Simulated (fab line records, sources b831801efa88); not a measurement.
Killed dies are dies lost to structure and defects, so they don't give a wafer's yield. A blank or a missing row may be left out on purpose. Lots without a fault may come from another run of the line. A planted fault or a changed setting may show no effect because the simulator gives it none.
A struck lot beside a sound one | flow sky130 | 17 steps out of a route of 708
Sound: wafers L542.1, L542.2, L542.4. Struck: wafers L555.1, L555.3, L555.6. The cause comes at the end.
At each step with rows: each side's tool, then ch and its chambers, then its first start. Under that, the readings that differ: sound wafers | struck wafers | difference of the means | sigmas: that difference in standard deviations of wafers without a fault.
alike: readings whose means differ by less than 2 such deviations, and words and numbers that are the same on both sides. not compared: withheld readings, readings that some wafer has no value for, bounds like >300 that may hide the same value, and numbers for which the record gives no deviation and whose values overlap.
The two part at a step that has a row with sigmas, a row that says differs or no value, or rows on one side only. Numbers that don't overlap but have no deviation are shown without sigmas and don't part them. A reading that every wafer of one side lacks parts them only if that side has two wafers or more.

first, 5 steps without rows for these wafers: SKY_FIELD_ISO_WET_ETCH_28 (etches SiO2 in dHF, target depth 23.7 nm, time 47 s); SKY_FIELD_ISO_WET_ETCH_29 (etches Si3N4 in H3PO4, target depth 160 nm, time 1825 s); SKY_FIELD_ISO_WET_ETCH_30 (etches SiO2 in dHF, target depth 25 nm, time 50 s); SKY_NWELL_CLEAN_00 (cleans in SC1/SC2, time 150 s); SKY_NWELL_OXIDATION_01 (stabilise 600 s, purge 300 s, target thk 10 nm).
SKY_NWELL_THK_MEAS_02:
  sound on film_metro-03, day 3 09:25; struck on film_metro-01, day 6 06:48
  alike: NWELL_OXIDATION_THK
then, 6 steps without rows for these wafers: SKY_DNWELL_DEHYDRATE_00 (time 60 s); SKY_DNWELL_HMDS_01 (prime time 60 s); SKY_DNWELL_COAT_02 (resist thk 3000 nm); SKY_DNWELL_SOFTBAKE_03; SKY_DNWELL_EXPOSE_04 (exposes mask DNM, target cd 3000 nm); SKY_DNWELL_PEB_05.
SKY_DNWELL_DEVELOP_06: develop time 60 s.
  sound on litho_track-02 ch 0, day 4 00:00; struck on litho_track-04, day 7 01:00
  no value came back on the struck wafers for chill_plate_temp_C (C), develop_time_s (s); on the sound wafers chill_plate_temp_C (C) reads 23.10 22.98 23.07
then, 1 step without rows for these wafers: SKY_DNWELL_IMPLANT_07.
SKY_DNWELL_STRIP_08: strips in O2/N2.
  sound on plasma_asher-03 ch 0,1, day 4 01:08; struck on plasma_asher-03 ch 1, day 7 01:59
  alike: drypump_motor_current_A, oes_product_au, strip_time_to_endpoint_s
  not compared: rf_hours_counter_h
SKY_DNWELL_TW_MEAS_09:
  sound on film_metro-04, day 4 01:14; struck on film_metro-01, day 7 02:05
  reading   | sound          | struck   | difference | sigmas
  DNWELL_TW | 1118 1112 1116 | 30 30 30 | -1085      | -99
then, 1 step without rows for these wafers: SKY_PWDE_DEHYDRATE_00 (time 60 s).

WHERE THEY PART
First at SKY_DNWELL_DEVELOP_06; last, within this record, at SKY_DNWELL_TW_MEAS_09.

WHY: what the simulator had put in
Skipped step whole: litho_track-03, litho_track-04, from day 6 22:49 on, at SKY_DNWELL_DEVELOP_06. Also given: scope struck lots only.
